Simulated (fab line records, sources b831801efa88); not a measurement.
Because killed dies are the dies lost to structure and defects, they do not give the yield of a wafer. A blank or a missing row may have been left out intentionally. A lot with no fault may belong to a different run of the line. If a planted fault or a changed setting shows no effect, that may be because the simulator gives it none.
Which of the tools did it? | flow gf180mcu | 13 lots, 39 wafers sampled, at 6 steps of a route of 602

== WHAT EACH GAUGE READ, for each wafer ==
GF_VT_IMPLANT_OVL_MEAS_18. Usual: for VT_IMPLANT_01_OVL the level is 0.7 nm and the standard deviation is 1.2.
lot  | measured     | on         | VT_IMPLANT_01_OVL (nm) | flag
L640 | day 6 06:33  | overlay-01 | -1.0 1.1 0.8           |
L645 | day 7 12:38  | overlay-02 | -1.0 -1.9 -0.7         |
L647 | day 8 03:35  | overlay-02 | 1.1 0.5 0.8            |
L648 | day 8 07:33  | overlay-02 | 0.0 1.2 1.0            |
L649 | day 8 15:18  | overlay-02 | 2.5 2.2 1.6            |
L650 | day 9 00:29  | overlay-02 | 1.3 0.7 -0.8           |
L652 | day 9 11:35  | overlay-02 | 0.5 1.4 2.2            |
L655 | day 10 04:48 | overlay-01 | 1.9 1.0 1.8            |
L657 | day 10 17:33 | overlay-02 | -1.9 -0.7 -1.0         |
L658 | day 10 22:48 | overlay-01 | 2.0 1.1 2.4            |
L660 | day 11 14:49 | overlay-02 | 1.8 2.1 2.0            |
L661 | day 11 18:14 | overlay-02 | 1.8 1.7 1.7            |
L663 | day 12 05:53 | overlay-02 | 1.9 2.1 2.1            |

GF_HV_LDD_TW_MEAS_38. Usual: for HV_LDD_3_TW the level is 1428 and the standard deviation is 8.4.
lot  | measured     | on            | HV_LDD_3_TW    | flag
L640 | day 11 15:24 | film_metro-03 | 1419 1421 1419 |
L645 | day 13 04:59 | film_metro-02 | 1439 1438 1437 |
L647 | day 13 20:28 | film_metro-04 | 1427 1429 1427 |
L648 | day 14 02:37 | film_metro-04 | 1433 1429 1434 |
L649 | day 14 12:07 | film_metro-03 | 1428 1425 1427 |
L650 | day 15 00:01 | film_metro-04 | 1325 1327 1331 | OFF
L652 | day 15 15:55 | film_metro-02 | 1425 1441 1435 |
L655 | day 16 08:47 | film_metro-02 | 1326 1320 1317 | OFF
L657 | day 17 02:19 | film_metro-03 | 1409 1414 1409 |
L658 | day 17 08:16 | film_metro-04 | 1430 1425 1424 |
L660 | day 18 04:23 | film_metro-02 | 1428 1433 1429 |
L661 | day 18 12:04 | film_metro-03 | 1412 1419 1413 |
L663 | day 18 23:21 | film_metro-04 | 1426 1430 1438 |

GF_HV_LDD_RS_MEAS_53: measurement is done with a four-point probe. Usual: for HV_LDD_RS the level is 418.2 ohm/sq and the standard deviation is 1.
lot  | measured     | on            | HV_LDD_RS (ohm/sq) | flag
L640 | day 12 11:02 | film_metro-04 | 418.1 417.4 418.0  |
L645 | day 14 02:04 | film_metro-03 | 420.2 419.1 418.7  |
L647 | day 14 17:11 | film_metro-03 | 418.7 418.1 418.6  |
L648 | day 15 00:14 | film_metro-04 | 418.4 417.6 418.0  |
L649 | day 15 10:05 | film_metro-03 | 418.0 417.6 418.8  |
L650 | day 15 22:27 | film_metro-04 | 434.6 434.4 435.3  | OFF
L652 | day 16 14:19 | film_metro-03 | 419.0 419.7 419.2  |
L655 | day 17 07:22 | film_metro-02 | 438.1 438.5 438.8  | OFF
L657 | day 18 01:55 | film_metro-04 | 417.7 418.0 418.1  |
L658 | day 18 08:32 | film_metro-03 | 418.8 418.0 419.3  |
L660 | day 19 04:47 | film_metro-04 | 417.6 418.1 417.4  |
L661 | day 19 12:45 | film_metro-03 | 419.1 420.3 420.0  |
L663 | day 19 23:52 | film_metro-03 | 418.2 418.7 419.5  |

GF_SALICIDE_THK_MEAS_05: measures by xrf. Usual: for SALICIDE_TIN_THK the level is 20.32 nm and the standard deviation is 0.29.
lot  | measured     | on            | SALICIDE_TIN_THK (nm) | flag
L640 | day 15 04:32 | film_metro-01 | 19.99 20.04 20.16     |
L645 | day 16 22:47 | film_metro-04 | 20.95 20.75 20.87     |
L647 | day 17 16:15 | film_metro-03 | 20.13 19.76 20.03     |
L648 | day 18 00:28 | film_metro-01 | 20.18 20.41 20.58     |
L649 | day 18 11:30 | film_metro-01 | 20.24 20.28 19.93     |
L650 | day 19 00:02 | film_metro-03 | 20.45 20.12 20.61     |
L652 | day 19 18:45 | film_metro-04 | 20.61 20.46 20.23     |
L655 | day 20 11:50 | film_metro-03 | 20.03 20.08 20.19     |
L657 | day 21 06:56 | film_metro-04 | 20.58 20.15 20.35     |
L658 | day 21 13:50 | film_metro-03 | 19.97 20.12 19.94     |
L660 | day 22 09:31 | film_metro-01 | 20.78 20.66 20.43     |
L661 | day 22 17:51 | film_metro-03 | 20.44 20.07 20.35     |
L663 | day 23 03:06 | film_metro-04 | 20.48 20.32 20.71     |

== EACH LOT AND THE TOOL THAT RAN IT (in order: tool; ch and the chambers of the sampled wafers; start) ==
lot  | GF_HV_LDD_IMPLANT_34            | GF_PSD_RTA_13
L640 | implanter-01 ch 0, day 11 14:53 | rtp_anneal-02 ch 0, day 14 06:34
L645 | implanter-03 ch 0, day 13 04:28 | rtp_anneal-01 ch 0, day 15 23:20
L647 | implanter-04 ch 0, day 13 19:55 | rtp_anneal-02 ch 0, day 16 16:14
L648 | implanter-04 ch 0, day 14 02:05 | rtp_anneal-01 ch 0, day 17 00:05
L649 | implanter-03 ch 0, day 14 11:34 | rtp_anneal-02 ch 0, day 17 10:49
L650 | implanter-03 ch 0, day 14 23:29 | rtp_anneal-02 ch 0, day 17 23:18
L652 | implanter-01 ch 0, day 15 15:23 | rtp_anneal-01 ch 0, day 18 17:05
L655 | implanter-03 ch 0, day 16 08:14 | rtp_anneal-02 ch 0, day 19 10:16
L657 | implanter-04 ch 0, day 17 01:46 | rtp_anneal-01 ch 0, day 20 05:43
L658 | implanter-04 ch 0, day 17 07:43 | rtp_anneal-01 ch 0, day 20 12:52
L660 | implanter-04 ch 0, day 18 03:50 | rtp_anneal-02 ch 0, day 21 08:55
L661 | implanter-04 ch 0, day 18 11:31 | rtp_anneal-02 ch 0, day 21 17:35
L663 | implanter-04 ch 0, day 18 22:48 | rtp_anneal-02 ch 0, day 22 03:11
- GF_HV_LDD_IMPLANT_34
- GF_PSD_RTA_13: time 20 s.

== WHAT THE TOOLS THEMSELVES READ (means of the sampled wafers that have a number; where no wafer has one, the mark that the record gives instead) ==
GF_HV_LDD_IMPLANT_34. Usual: dose_ions_cm2 7.5e+12, standard deviation 7.7e+09; faraday_current_uA 42.3, standard deviation 0.73.
lot  | tool         | dose_ions_cm2 | faraday_current_uA | flag
L640 | implanter-01 | 7.5e+12       | 42.7               |
L645 | implanter-03 | 7.5e+12       | 42.2               |
L647 | implanter-04 | 7.5e+12       | 42.2               |
L648 | implanter-04 | 7.5e+12       | 42.2               |
L649 | implanter-03 | 7.5e+12       | 42.2               |
L650 | implanter-03 | 7.4e+11       | 4.2                | OFF
L652 | implanter-01 | 7.5e+12       | 42.4               |
L655 | implanter-03 | 7.6e+11       | 4.2                | OFF
L657 | implanter-04 | 7.5e+12       | 42.8               |
L658 | implanter-04 | 7.5e+12       | 42.0               |
L660 | implanter-04 | 7.5e+12       | 41.5               |
L661 | implanter-04 | 7.5e+12       | 42.0               |
L663 | implanter-04 | 7.5e+12       | 42.0               |

GF_PSD_RTA_13. Usual: lamp_power_pct 36.68 %, standard deviation 0.26; wafer_temp_C_max 1029.2, standard deviation 0.85.
lot  | tool          | lamp_power_pct (%) | wafer_temp_C_max | flag
L640 | rtp_anneal-02 | 36.45              | 1029.0           |
L645 | rtp_anneal-01 | 36.97              | 1029.2           |
L647 | rtp_anneal-02 | 36.44              | 1028.8           |
L648 | rtp_anneal-01 | 36.95              | 1030.1           |
L649 | rtp_anneal-02 | 36.43              | 1029.8           |
L650 | rtp_anneal-02 | 36.42              | 1029.6           |
L652 | rtp_anneal-01 | 36.97              | 1028.6           |
L655 | rtp_anneal-02 | 36.44              | 1029.2           |
L657 | rtp_anneal-01 | 36.94              | 1028.8           |
L658 | rtp_anneal-01 | 36.95              | 1029.6           |
L660 | rtp_anneal-02 | 36.46              | 1030.1           |
L661 | rtp_anneal-02 | 36.44              | 1029.7           |
L663 | rtp_anneal-02 | 36.43              | 1028.2           |

== THE ANSWER, worked out from the rows above alone ==
Rule: a lot counts as off when the mean over its wafers that have a number is more than 3 standard deviations away from the usual mean. Also off: a lot with no number at a reading for which 4 or more lots have one. Any other lot the step has rows for is counted as sound. First the gauges in route order, then the tools' own readings, where a lot's mean is used as printed above. At the first step where some lot is off, the reading lying furthest off is the one used; lots without a number count as furthest.
Off: L650, L655, at GF_HV_LDD_TW_MEAS_38 (HV_LDD_3_TW).
If a tool, at a process step before that reading, ran all the lots that are off and no sound lot after the first of them, it fits. The gauges at GF_HV_LDD_TW_MEAS_38 aren't tried: what is off there is off at GF_HV_LDD_IMPLANT_34 too, on other tools, and a gauge's error can't cause that. One fits: implanter-03 at GF_HV_LDD_IMPLANT_34. A fault onset in the window from L649 (day 14 11:34, its last sound lot) to L650 (day 14 23:29, its first lot off) fits.
The tool's own readings at GF_HV_LDD_IMPLANT_34 bear it out: on the lots that are off they differ by more than 5 times the standard deviation of the sound lots' means. dose_ions_cm2 reads 7.5e+11 there against 7.5e+12 on the sound lots; faraday_current_uA reads 4.2 there against 42.2 on the sound lots.

== WHAT THE SIMULATOR HAD INSERTED ==
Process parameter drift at GF_HV_LDD_IMPLANT_34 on implanter-03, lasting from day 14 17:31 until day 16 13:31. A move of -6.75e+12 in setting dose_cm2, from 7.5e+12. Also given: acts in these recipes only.
Struck lots among those shown: L650, L655. The same result came from the rule above.
